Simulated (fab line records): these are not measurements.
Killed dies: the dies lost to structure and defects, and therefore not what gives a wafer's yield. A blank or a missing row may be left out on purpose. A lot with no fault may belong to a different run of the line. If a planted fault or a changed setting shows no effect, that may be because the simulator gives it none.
Which tool was responsible?    flow gf180mcu    39 wafers from 13 lots sampled at 4 of the route's 602 steps

== WHAT EACH GAUGE READ, for each wafer ==
GF_V3_BOW_MEAS_05. Usual: V3_BOW typically reads 116 um, with standard deviation 8.8.
lot   measured      on            V3_BOW (um)  flag
L173  day 21 06:35  filmMetro-03  123 130 121  
L175  day 22 03:50  filmMetro-04  115 114 119  
L176  day 22 17:51  filmMetro-04  104 123 124  
L177  day 23 01:28  filmMetro-03  109 102 96   
L178  day 23 07:17  filmMetro-03  115 114 111  
L179  day 23 15:12  filmMetro-03  118 100 98   
L180  day 24 01:37  filmMetro-04  124 122 109  
L181  day 24 09:49  filmMetro-04  111 109 110  
L182  day 24 16:15  filmMetro-04  119 120 108  
L183  day 25 03:23  filmMetro-04  121 132 117  
L184  day 25 12:39  filmMetro-03  114 106 120  
L187  day 26 08:39  filmMetro-01  142 112 125  
L188  day 26 16:07  filmMetro-04  125 114 105  

GF_V3_RS_MEAS_24: the measuring method here is four-point-probe. Usual: V3_W_RS typically reads 0.328 ohm/sq, with standard deviation 0.0043.
lot   measured      on            V3_W_RS (ohm/sq)   flag
L173  day 22 07:52  filmMetro-03  0.319 0.323 0.323  
L175  day 23 03:44  filmMetro-03  0.325 0.330 0.326  
L176  day 23 17:58  filmMetro-03  0.327 0.332 0.330  
L177  day 24 01:11  filmMetro-01  0.333 0.329 0.331  
L178  day 24 06:14  filmMetro-01  0.331 0.334 0.337  
L179  day 24 14:46  filmMetro-04  0.327 0.325 0.327  
L180  day 25 00:47  filmMetro-03  0.332 0.330 0.331  
L181  day 25 09:01  filmMetro-03  0.333 0.328 0.335  
L182  day 25 14:39  filmMetro-03  0.334 0.333 0.334  
L183  day 26 01:58  filmMetro-04  0.333 0.331 0.326  
L184  day 26 11:05  filmMetro-03  0.332 0.328 0.337  
L187  day 27 06:05  filmMetro-03  0.326 0.323 0.325  
L188  day 27 13:20  filmMetro-03  0.321 0.323 0.321  

GF_M4_THK_MEAS_06: measures by xrf. Usual: M4_ALCU_THK typically reads 463 nm, with standard deviation 5.5.
lot   measured      on            M4_ALCU_THK (nm)  flag
L173  day 22 08:41  filmMetro-03  461 472 465       
L175  day 23 04:34  filmMetro-03  465 470 467       
L176  day 23 18:47  filmMetro-03  460 461 461       
L177  day 24 01:59  filmMetro-02  460 464 463       
L178  day 24 07:03  filmMetro-04  467 464 468       
L179  day 24 15:35  filmMetro-03  463 465 469       
L180  day 25 01:36  filmMetro-04  467 472 466       
L181  day 25 09:50  filmMetro-04  458 456 467       
L182  day 25 15:28  filmMetro-03  461 468 464       
L183  day 26 02:47  filmMetro-02  451 451 452       
L184  day 26 12:12  filmMetro-03  466 472 468       
L187  day 27 06:54  filmMetro-03  468 470 474       
L188  day 27 14:09  filmMetro-04  462 459 470       

== WHICH TOOL RAN EACH LOT (tool, then ch and the chambers of the sampled wafers, then the start) ==
lot   GF_M2_STRIP_17
L173  plasmaAsher-01 ch 0,1, day 19 02:08
L175  plasmaAsher-01 ch 0,1, day 19 23:17
L176  plasmaAsher-01 ch 0,1, day 20 13:38
L177  plasmaAsher-02 ch 0,1, day 20 22:13
L178  plasmaAsher-02 ch 1, day 21 03:35
L179  plasmaAsher-02 ch 0,1, day 21 13:02
L180  plasmaAsher-02 ch 0,1, day 21 22:53
L181  plasmaAsher-01 ch 0,1, day 22 08:24
L182  plasmaAsher-04 ch 0,1, day 22 15:37
L183  plasmaAsher-01 ch 0,1, day 23 01:49
L184  plasmaAsher-04 ch 0,1, day 23 12:34
L187  plasmaAsher-04 ch 0,1, day 24 09:02
L188  plasmaAsher-04 ch 0,1, day 24 17:29
- GF_M2_STRIP_17: strips in O2/N2.

== WHAT THE TOOLS THEMSELVES READ (means of the sampled wafers that have a number; where no wafer has one, the mark that the record gives instead) ==
GF_M2_STRIP_17. Usual: drypumpMotorCurrentA 6.05 A, standard deviation 0.29; heaterPowerW 355 W, standard deviation 27; oesProductAu 0.536 a.u., standard deviation 0.0046; stripTimeToEndpointS 7.37 s, standard deviation 0.035.
lot   tool            drypumpMotorCurrentA (A)  heaterPowerW (W)  oesProductAu (a.u.)  stripTimeToEndpointS (s)  flag
L173  plasmaAsher-01  6.33                      331               0.540                7.43                      
L175  plasmaAsher-01  6.05                      348               0.535                7.39                      
L176  plasmaAsher-01  6.07                      339               0.536                7.37                      
L177  plasmaAsher-02  6.05                      364               0.538                7.41                      
L178  plasmaAsher-02  6.11                      376               0.535                7.34                      
L179  plasmaAsher-02  6.04                      365               0.534                7.36                      
L180  plasmaAsher-02  6.04                      368               0.537                7.38                      
L181  plasmaAsher-01  6.06                      342               0.533                7.34                      
L182  plasmaAsher-04  5.91                      363               0.535                7.33                      
L183  plasmaAsher-01  6.06                      345               0.533                7.37                      
L184  plasmaAsher-04  5.92                      380               0.536                7.36                      
L187  plasmaAsher-04  5.89                      362               0.535                7.34                      
L188  plasmaAsher-04  5.91                      362               0.537                7.33                      

== THE ANSWER, worked out from the rows above alone ==
Rule: lot off if the mean of its wafers having a number is beyond 3 standard deviations from the usual mean. Also off: a lot with no number at a reading for which 4 or more lots have one. Where the step has rows for the other lots, those lots are counted as sound. After the gauges, taken in route order, come the tools' own readings; for these a lot's mean is taken, as printed above. At the first step where some lot is off, the reading lying furthest off is the one used; lots without a number count as furthest.
Nothing can be told from this: no lot is off at any reading shown.

== WHAT THE SIMULATOR PUT IN ==
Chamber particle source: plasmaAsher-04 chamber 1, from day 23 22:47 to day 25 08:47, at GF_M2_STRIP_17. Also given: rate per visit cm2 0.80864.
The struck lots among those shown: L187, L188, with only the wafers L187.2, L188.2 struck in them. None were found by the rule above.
